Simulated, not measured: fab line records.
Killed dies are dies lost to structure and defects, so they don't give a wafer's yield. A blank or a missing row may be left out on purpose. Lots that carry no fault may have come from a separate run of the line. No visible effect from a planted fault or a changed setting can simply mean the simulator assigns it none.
Chamber matching    flow sky130    4 sister chambers for SKY_METAL3_ETCH_17 on rie-diel-03
The step etches SiO2 in C4F8/O2/Ar, stops on TiN, time 3.9 s, target depth 15 nm. 8 wafers are shown with their chamber, then 10 later ones without.

== WAFERS, EACH WITH ITS CHAMBER ==
wafer   chamber  oes-product-au (a.u.)  chamber-pressure-mTorr (mTorr)
L080.3  2        0.745                  39.99
L083.3  3        0.763                  39.99
L083.4  1        0.760                  40.02
L091.1  2        0.746                  39.99
L091.2  0        0.759                  39.96
L091.3  1        0.754                  39.98
L091.4  3        0.767                  40.01
L091.5  0        0.765                  40.07

== WAFERS WITH NO CHAMBER GIVEN ==
wafer   oes-product-au (a.u.)  chamber-pressure-mTorr (mTorr)
L091.6  0.759                  40.05
L092.1  0.758                  40.02
L092.2  0.756                  40.04
L092.6  0.765                  39.99
L094.1  0.748                  39.99
L094.2  0.748                  40.02
L094.3  0.752                  39.97
L094.4  0.760                  40.04
L094.5  0.748                  40.02
L094.6  0.760                  39.98

== CHAMBER TAKEN BY EACH ==
wafer   from the rows above           in truth
L091.6  can't be placed: 0 or 1 or 3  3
L092.1  can't be placed: 1 or 0 or 3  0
L092.2  can't be placed: 1 or 0 or 3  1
L092.6  can't be placed: 3 or 0       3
L094.1  can't be placed: 2 or 1       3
L094.2  can't be placed: 2 or 1       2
L094.3  can't be placed: 1 or 2 or 0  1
L094.4  can't be placed: 0 or 1 or 3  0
L094.5  can't be placed: 2 or 1       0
L094.6  can't be placed: 1 or 0 or 3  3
Correct placement for 0 of the 10. Unplaceable from these rows: 10, with the true chamber sitting among the candidates in 8. Wrongly placed: 0.
How it was worked out, from the rows above alone: a wafer's distance from a chamber is the root of the sum, over the readings, of the square of ((its reading less the chamber's mean) divided by the reading's scatter). If the next closest chamber is less than 2 further off than the closest, the wafer can't be placed; otherwise it belongs to the closest. For every chamber, the mean is computed from those of its wafers that are shown. How the scatter is found: for the shown wafers, subtract from each reading the mean of its chamber, square and add these, divide the total by (wafers less chambers), then take the root.
